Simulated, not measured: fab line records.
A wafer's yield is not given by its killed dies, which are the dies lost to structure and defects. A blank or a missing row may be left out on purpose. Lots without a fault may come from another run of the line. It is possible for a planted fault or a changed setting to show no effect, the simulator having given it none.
Matching of chambers || flow gf180mcu || GF_POLY_GATE_ETCH_13 on rie-si-01: 4 sister chambers
The step etches poly-Si in HBr/Cl2, stops on SiO2, target depth 198.5 nm, time 69.6 s. 4 wafers are shown with their chamber, then 12 later ones without.

EACH WAFER AND ITS CHAMBER
{"wafer": "L091.5", "chamber": 3, "drypump-motor-current-A (A)": 5.8}
{"wafer": "L092.3", "chamber": 2, "drypump-motor-current-A (A)": 6.1}
{"wafer": "L092.5", "chamber": 0, "drypump-motor-current-A (A)": 5.1}
{"wafer": "L092.6", "chamber": 1, "drypump-motor-current-A (A)": 5.7}

WAFERS WITHOUT THEIR CHAMBER
{"wafer": "L093.1", "drypump-motor-current-A (A)": 5.2}
{"wafer": "L093.2", "drypump-motor-current-A (A)": 5.8}
{"wafer": "L093.5", "drypump-motor-current-A (A)": 5.8}
{"wafer": "L095.2", "drypump-motor-current-A (A)": 5.8}
{"wafer": "L095.4", "drypump-motor-current-A (A)": 5.7}
{"wafer": "L095.5", "drypump-motor-current-A (A)": 5.8}
{"wafer": "L096.2", "drypump-motor-current-A (A)": 5.7}
{"wafer": "L096.3", "drypump-motor-current-A (A)": 6.1}
{"wafer": "L096.6", "drypump-motor-current-A (A)": 6.0}
{"wafer": "L097.2", "drypump-motor-current-A (A)": 6.1}
{"wafer": "L097.5", "drypump-motor-current-A (A)": 5.7}
{"wafer": "L097.6", "drypump-motor-current-A (A)": 5.1}

CHAMBER TAKEN BY EACH
{"wafer": "L093.1", "from the rows above": 0, "in truth": 0}
{"wafer": "L093.2", "from the rows above": 3, "in truth": 3}
{"wafer": "L093.5", "from the rows above": 3, "in truth": 3}
{"wafer": "L095.2", "from the rows above": 3, "in truth": 3}
{"wafer": "L095.4", "from the rows above": 1, "in truth": 1}
{"wafer": "L095.5", "from the rows above": 3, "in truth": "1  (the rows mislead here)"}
{"wafer": "L096.2", "from the rows above": 1, "in truth": 1}
{"wafer": "L096.3", "from the rows above": 2, "in truth": 2}
{"wafer": "L096.6", "from the rows above": 2, "in truth": 2}
{"wafer": "L097.2", "from the rows above": 2, "in truth": 2}
{"wafer": "L097.5", "from the rows above": 1, "in truth": 1}
{"wafer": "L097.6", "from the rows above": 0, "in truth": 0}
Correctly placed: 11 of 12. Can't be placed from these rows: 0. Number placed wrongly: 1.
How it was worked out, from the rows above alone: a wafer's distance from a chamber is the root of the sum, over the readings, of the square of ((its reading less the chamber's mean) divided by the reading's scatter). If the next closest chamber is less than 2 further off than the closest, the wafer can't be placed; otherwise it belongs to the closest. The mean given for a chamber averages the wafers shown for that chamber. The scatter: with one shown wafer a chamber, the root of the mean of the squares of how far each hidden wafer lies from its nearest shown one.
